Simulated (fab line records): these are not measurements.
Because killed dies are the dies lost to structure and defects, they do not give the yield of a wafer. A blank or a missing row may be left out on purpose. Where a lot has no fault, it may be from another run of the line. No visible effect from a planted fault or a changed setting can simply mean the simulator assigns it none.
8D (eight disciplines) problem report, filled in by code    flow gf180mcu    the parts of the form that need people (team, actions taken, sign-off) are left out

## 1. WHAT IS WRONG
HV_LDD_RS at GF_HV_LDD_RS_MEAS_53 reads a mean of 418.8 ohm/sq on 6 wafers of 2 lots; wafers without a fault read 412.7 ohm/sq with a standard deviation of 0.79. That is +7.8 standard deviations from the usual mean.
The step: measures by four-point-probe.
Earliest sighting: wafer L494.1 on filmMetro-02 at day 18 04:03. The record has a number at this step for 33 wafers belonging to 11 lots. The rule behind "out" and "out of limits": a value lying over 4 standard deviations away from the usual mean. Any other wafer with a number is counted as sound.

## 2. WHAT IT IS, WHAT IT ISN'T
question                     is                          is not
which readings at this step  HV_LDD_RS                   -
which lots                   L494, L495                  L477, L478, L479, L481, L483, L486, L488, L491, L500
which wafers of those lots   all that have a number      -
read on which gauges         filmMetro-02, filmMetro-03  filmMetro-01
when                         from day 18 04:03           up to then (24 sound wafers); but 3 sound wafers of L500 came after

## 3. THE SUSPECTS, EACH WITH WHAT RULES IT OUT
Counting: a tool stays on the suspect list if, at a process step up to the reading, it processed all lots that are out and no sound lot following the first of them.
- the gauge at GF_HV_LDD_RS_MEAS_53 is ruled out. The wafers that are out were read on 2 gauges (filmMetro-02, filmMetro-03).
- implanter-01 at GF_HV_LDD_IMPLANT_34: kept. It processed each lot that is out, first L494 at day 17 03:56, and no sound lot thereafter; up to then, the last sound lot it processed was L491 at day 16 04:13. Its own readings are out on those wafers: doseIonsCm2, faradayCurrentUA.
Remaining after the count: implanter-01 at GF_HV_LDD_IMPLANT_34.

## 4. THE CAUSE (what the simulator had put in)
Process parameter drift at GF_HV_LDD_IMPLANT_34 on implanter-01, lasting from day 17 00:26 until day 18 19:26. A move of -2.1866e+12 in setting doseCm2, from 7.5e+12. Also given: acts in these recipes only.
This tool alone remained once counting was done.

## 5. THE EFFECT CHAIN, in route order
Rows list readings where the struck wafers' mean (over those with a number) sits beyond 3 standard deviations from the usual. Only readings for which the record gives a usual standard deviation are gone through. hours: the time from each lot's start at the first step in this table that gives one to its start at this step, as a median over the lots. sigmas: the change in usual standard deviations.
hours  step                  reading           usual         on struck wafers  change      sigmas
0      GF_HV_LDD_IMPLANT_34  doseIonsCm2       7.502e+12     5.315e+12         -2.187e+12  -99 or more
0      GF_HV_LDD_IMPLANT_34  faradayCurrentUA  42.4          29.9              -12.4       -15
1      GF_HV_LDD_TW_MEAS_38  HV_LDD_3_TW       1437          1399              -38         -3.2
24     GF_HV_LDD_RS_MEAS_53  HV_LDD_RS         412.7 ohm/sq  418.8             +6.1        +7.8
The process steps in it:
- GF_HV_LDD_IMPLANT_34

## 6. HOW IT WOULD HAVE BEEN CAUGHT EARLIER
28 hours passed between the start of the fault at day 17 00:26 and the first reading out of limits at a measuring or inspecting step in this record, taken at day 18 04:03.
Tool's own readings at GF_HV_LDD_IMPLANT_34, doseIonsCm2, faradayCurrentUA: out on all struck wafers the step has rows for; an alarm limit on them would have tripped on the first.
Lots out: 2; all had begun GF_HV_LDD_IMPLANT_34 on implanter-01 by day 18 04:03. None of them would have been spared by holding the tool at that moment.
